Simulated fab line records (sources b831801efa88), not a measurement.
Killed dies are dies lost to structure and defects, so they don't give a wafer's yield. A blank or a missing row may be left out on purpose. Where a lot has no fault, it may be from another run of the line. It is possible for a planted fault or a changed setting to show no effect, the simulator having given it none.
What tool caused it? / flow sky130 / 30 wafers from 10 lots sampled at 2 of the route's 708 steps

## WHAT THE GAUGES SHOWED, per wafer
SKY_SONOS_ONO_THK_MEAS_05.
lot=L919; measured=day 11 20:57; on=film-metro-01; SONOS_ONO_CVD_04_THK (nm)=5.77 5.80 5.76
lot=L920; measured=day 12 04:11; on=film-metro-04; SONOS_ONO_CVD_04_THK (nm)=5.72 5.56 5.71
lot=L921; measured=day 12 12:49; on=film-metro-01; SONOS_ONO_CVD_04_THK (nm)=5.83 5.78 5.78
lot=L922; measured=day 12 23:13; on=film-metro-01; SONOS_ONO_CVD_04_THK (nm)=5.75 5.69 5.72
lot=L923; measured=day 13 03:46; on=film-metro-02; SONOS_ONO_CVD_04_THK (nm)=5.75 5.75 5.79
lot=L924; measured=day 13 11:23; on=film-metro-04; SONOS_ONO_CVD_04_THK (nm)=5.61 5.67 5.77
lot=L928; measured=day 15 13:47; on=film-metro-04; SONOS_ONO_CVD_04_THK (nm)=5.80 5.73 5.80
lot=L931; measured=day 15 21:34; on=film-metro-01; SONOS_ONO_CVD_04_THK (nm)=9.00 8.99 9.02
lot=L930; measured=day 15 23:59; on=film-metro-04; SONOS_ONO_CVD_04_THK (nm)=9.07 8.97 9.03
lot=L942; measured=day 19 13:54; on=film-metro-01; SONOS_ONO_CVD_04_THK (nm)=5.88 5.89 5.88

## EACH LOT AND THE TOOL THAT RAN IT (in order: tool; ch and the chambers of the sampled wafers; start)
lot=L919; SKY_SONOS_ONO_CVD_04=lpcvd-03 ch 1, day 11 19:41
lot=L920; SKY_SONOS_ONO_CVD_04=lpcvd-03 ch 0, day 12 02:56
lot=L921; SKY_SONOS_ONO_CVD_04=lpcvd-03 ch 1, day 12 11:34
lot=L922; SKY_SONOS_ONO_CVD_04=lpcvd-03 ch 0, day 12 21:57
lot=L923; SKY_SONOS_ONO_CVD_04=lpcvd-03 ch 0, day 13 02:31
lot=L924; SKY_SONOS_ONO_CVD_04=lpcvd-03 ch 1, day 13 10:08
lot=L928; SKY_SONOS_ONO_CVD_04=lpcvd-03 ch 1, day 15 12:32
lot=L931; SKY_SONOS_ONO_CVD_04=lpcvd-03 ch 0, day 15 20:19
lot=L930; SKY_SONOS_ONO_CVD_04=lpcvd-03 ch 0, day 15 22:43
lot=L942; SKY_SONOS_ONO_CVD_04=lpcvd-03 ch 1, day 19 12:39
- SKY_SONOS_ONO_CVD_04: deposits SiO2 from SiH4/N2O, target thk 5.7199 nm.

## THE ANSWER, worked out from the rows above alone
Rule: usual is defined by the lots themselves. Put in order of their means at a reading, lots are off if they are a third of the lots or fewer, leave a main group of 4 or more, and stand apart from it by a gap of 3 or more times the standard deviation of the main group's means; of several such gaps the widest counts. A main group is skipped when, at the precision printed for the reading in the tables above, its means are all equal. Also off: a lot with no number at a reading for which 4 or more lots have one. Where the step has rows for the other lots, those lots are counted as sound.
Off: at SKY_SONOS_ONO_THK_MEAS_05 (SONOS_ONO_CVD_04_THK), L931, L930. Mean 5.76 nm and standard deviation 0.065 in the main group.
If a tool, at a process step before that reading, ran all the lots that are off and no sound lot after the first of them, it fits. Gauges at SKY_SONOS_ONO_THK_MEAS_05: tried the same way as those tools. None of those tried fits.

## WHAT THE SIMULATOR HAD INSERTED
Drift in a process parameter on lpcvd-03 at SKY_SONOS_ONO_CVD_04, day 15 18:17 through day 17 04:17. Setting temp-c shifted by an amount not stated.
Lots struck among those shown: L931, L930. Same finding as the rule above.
